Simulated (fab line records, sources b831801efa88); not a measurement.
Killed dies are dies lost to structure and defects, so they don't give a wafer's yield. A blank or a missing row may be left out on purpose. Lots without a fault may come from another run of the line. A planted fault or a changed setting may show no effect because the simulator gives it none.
Chamber matching | flow gf180mcu | GF_V2_CMP_04 on cmp-01: 4 sister chambers
The step polishes SiO2. 18 wafers are shown with their chamber, then 9 later ones without.

WAFERS WITH THEIR CHAMBER
wafer  | chamber | motor_current_A (A) | time_to_endpoint_s (s) | edge_zone_pressure_frac
L780.3 | 2       | 11.2                | 77                     | 0.999
L780.5 | 2       | 11.4                | 78                     | 0.996
L780.6 | 3       | 9.8                 | 84                     | 0.998
L781.1 | 2       | 10.6                | 75                     | 0.999
L781.3 | 1       | 11.1                | 90                     | 1.008
L781.4 | 0       | 14.5                | 80                     | 0.993
L783.2 | 2       | 11.1                | 78                     | 1.001
L783.3 | 3       | 10.0                | 69                     | 0.992
L783.5 | 3       | 9.3                 | 70                     | 0.999
L787.3 | 0       | 14.8                | 76                     | 0.995
L787.5 | 3       | 10.3                | 70                     | 1.004
L787.6 | 0       | 14.1                | 82                     | 1.011
L788.3 | 2       | 11.3                | 75                     | 1.000
L788.5 | 2       | 10.9                | 88                     | 1.002
L788.6 | 3       | 10.3                | 84                     | 1.002
L792.3 | 1       | 10.7                | 83                     | 1.001
L792.4 | 2       | 11.6                | 82                     | 1.004
L792.6 | 3       | 10.1                | 84                     | 0.998

SIGNATURES (means of the wafers above)
reading                 | chamber 0 | chamber 1 | chamber 2 | chamber 3 | scatter within a chamber
motor_current_A         | 14.467    | 10.900    | 11.157    | 9.967     | 0.348
time_to_endpoint_s      | 79.33     | 86.50     | 79.00     | 76.83     | 5.86
edge_zone_pressure_frac | 0.99967   | 1.00450   | 1.00014   | 0.99883   | 0.00495
Rule: a wafer's distance from a chamber is the root of the sum, over the readings, of the square of ((its reading less the chamber's mean) divided by the reading's scatter). The wafer belongs to the nearest chamber; if the next one is less than 2 further off, it can't be placed. The scatter: the root of (the sum of the squares of (reading less its chamber's mean) over the shown wafers, divided by (wafers less chambers)).

WAFERS WITHOUT THEIR CHAMBER
wafer  | motor_current_A (A) | time_to_endpoint_s (s) | edge_zone_pressure_frac
L796.3 | 10.6                | 77                     | 1.006
L796.5 | 9.8                 | 83                     | 1.005
L796.6 | 15.1                | 83                     | 0.999
L797.1 | 11.6                | 81                     | 1.001
L797.4 | 10.9                | 90                     | 1.009
L797.5 | 10.8                | 93                     | 1.003
L801.2 | 10.5                | 73                     | 1.006
L801.5 | 14.8                | 80                     | 0.995
L801.6 | 11.3                | 95                     | 1.001

WHICH CHAMBER EACH WENT THROUGH
wafer  | from the rows above          | in truth
L796.3 | can't be placed: 1 or 2 or 3 | 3
L796.5 | can't be placed: 3 or 1      | 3
L796.6 | 0                            | 0
L797.1 | can't be placed: 2 or 1      | 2
L797.4 | can't be placed: 1 or 2      | 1
L797.5 | can't be placed: 1 or 2      | 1
L801.2 | can't be placed: 3 or 2 or 1 | 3
L801.5 | 0                            | 0
L801.6 | can't be placed: 1 or 2      | 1
Placed correctly: 2 of 9. Can't be placed from these rows: 7 (the true chamber is among the candidates in 7). Placed wrongly: 0.
